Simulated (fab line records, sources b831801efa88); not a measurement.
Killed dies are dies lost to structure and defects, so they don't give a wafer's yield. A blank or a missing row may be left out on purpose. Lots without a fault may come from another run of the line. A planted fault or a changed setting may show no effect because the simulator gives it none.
A struck lot beside a sound one | flow sky130 | 16 steps out of a route of 708
Sound: wafers L211.3, L211.4, L211.6. Struck: wafers L223.2, L223.4, L223.6. The cause comes at the end.
At each step with rows: each side's tool, then ch and its chambers, then its first start. Under that, the readings that differ: sound wafers | struck wafers | difference of the means | sigmas: that difference in standard deviations of wafers without a fault.
alike: readings whose means differ by less than 2 such deviations, and words and numbers that are the same on both sides. not compared: withheld readings, readings that some wafer has no value for, bounds like >300 that may hide the same value, and numbers for which the record gives no deviation and whose values overlap.
The two part at a step that has a row with sigmas, a row that says differs or no value, or rows on one side only. Numbers that don't overlap but have no deviation are shown without sigmas and don't part them. A reading that every wafer of one side lacks parts them only if that side has two wafers or more.

first, 4 steps without rows for these wafers: SKY_LDD_N_IMPLANT_12; SKY_LDD_N_IMPLANT_13; SKY_LDD_N_IMPLANT_14; SKY_LDD_N_IMPLANT_15.
SKY_LDD_N_STRIP_16: strips in O2/N2.
  sound on plasma_asher-04 ch 0,1, day 18 03:48; struck on plasma_asher-03 ch 0, day 22 17:07
  alike: drypump_motor_current_A, n2_flow_sccm, oes_product_au, strip_time_to_endpoint_s
  not compared: rf_hours_counter_h
SKY_LDD_N_TW_MEAS_17:
  sound on film_metro-03, day 18 03:53; struck on film_metro-04, day 22 17:13
  alike: LDD_N_TW
then, 6 steps without rows for these wafers: SKY_LDD_P_DEHYDRATE_00 (time 60 s); SKY_LDD_P_HMDS_01 (prime time 60 s); SKY_LDD_P_COAT_02 (resist thk 1140 nm); SKY_LDD_P_SOFTBAKE_03 (time 60 s); SKY_LDD_P_EXPOSE_04 (exposes mask PSDM, target cd 380 nm); SKY_LDD_P_PEB_05.
SKY_LDD_P_DEVELOP_06: develop time 60 s.
  sound on litho_track-01 ch 0, day 19 09:37; struck on litho_track-01 ch 0, day 23 22:27
SKY_LDD_P_CD_MEAS_07: target cd 380 nm.
  sound on cd_sem-02, day 19 09:46; struck on cd_sem-02, day 23 22:37
  reading    | sound             | struck            | difference | sigmas
  cd_nm (nm) | 381.5 381.6 381.7 | 272.2 275.5 274.6 | -107.5     | -49
SKY_LDD_P_OVL_MEAS_08:
  sound on overlay-02, day 19 09:52; struck on overlay-01, day 23 22:44
  alike: LDD_P_OVL
SKY_PAD_OPEN_PROBE_99:
  the record has rows for the sound wafers here (prober-02, day 45 23:00) and none for the struck ones

WHERE THEY PART
First at SKY_LDD_P_CD_MEAS_07; last, within this record, at SKY_PAD_OPEN_PROBE_99.

WHY: what the simulator had put in
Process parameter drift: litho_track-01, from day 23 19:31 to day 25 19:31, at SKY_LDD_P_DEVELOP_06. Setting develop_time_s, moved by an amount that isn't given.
